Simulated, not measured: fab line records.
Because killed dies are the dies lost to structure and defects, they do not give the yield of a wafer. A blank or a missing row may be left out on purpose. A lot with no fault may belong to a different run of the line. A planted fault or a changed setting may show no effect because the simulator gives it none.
One fault through the eyes of 2 desks / flow sfq line / what lay behind the numbers comes last; until then each desk has only its own

AT THE METROLOGY DESK
What the gauges read for every lot (on any tool): the sampled wafers with a number, averaged. If a lot's mean is further than 4 standard deviations from the usual mean, the lot is out of limits and carries the mark OUT (the distance appears in the brackets).
Columns: A = M3_NB_RS at SFQ_M3_RS_MEAS_919, usual 0.890 ohm/sq; B = M3_OVL at SFQ_M3_OVL_MEAS_921, usual -1 nm
lot=L985; first seen here=day 42 23:39; A=0.892; B=-6
lot=L993; first seen here=day 46 05:41; A=0.901; B=-4
lot=L996; first seen here=day 46 09:17; A=0.900; B=-4
lot=L102; first seen here=day 47 01:07; A=0.881; B=6
lot=L104; first seen here=day 47 03:30; A=0.883; B=6
lot=L106; first seen here=day 47 09:30; A=0.893; B=-7
This desk's finding: nothing out of limits on any of the 6 lots.

AT THE TOOL OWNER'S DESK: rie metal-02
The tool's own readings at SFQ_TRILAYER_M3_BARC_OPEN_METAL_ETCH_100 (etches BARC in O2, target depth 125 nm, time 41.7 s): means of the sampled wafers that have a number, for each lot that ran on this tool. If a lot's mean is further than 4 standard deviations from the usual mean, the lot is out of limits and carries the mark OUT (the distance appears in the brackets).
Columns: A = drypump motor current A at SFQ_TRILAYER_M3_BARC_OPEN_METAL_ETCH_100, usual 6.0 A; B = oes product au at SFQ_TRILAYER_M3_BARC_OPEN_METAL_ETCH_100, usual 0.684 a.u.
lot=L985; first seen here=day 43 23:10; A=6.0; B=0.686
lot=L996; first seen here=day 51 18:26; A=6.1; B=0.685
lot=L102; first seen here=day 52 13:38; A=6.1; B=0.685
This desk's finding: nothing out of limits on any of the 3 lots.

ALL TOGETHER
Metrology desk: nothing out of limits seen.
Nothing out of limits was seen by the tool owner's desk.

WHAT WAS PUT IN BY THE SIMULATOR
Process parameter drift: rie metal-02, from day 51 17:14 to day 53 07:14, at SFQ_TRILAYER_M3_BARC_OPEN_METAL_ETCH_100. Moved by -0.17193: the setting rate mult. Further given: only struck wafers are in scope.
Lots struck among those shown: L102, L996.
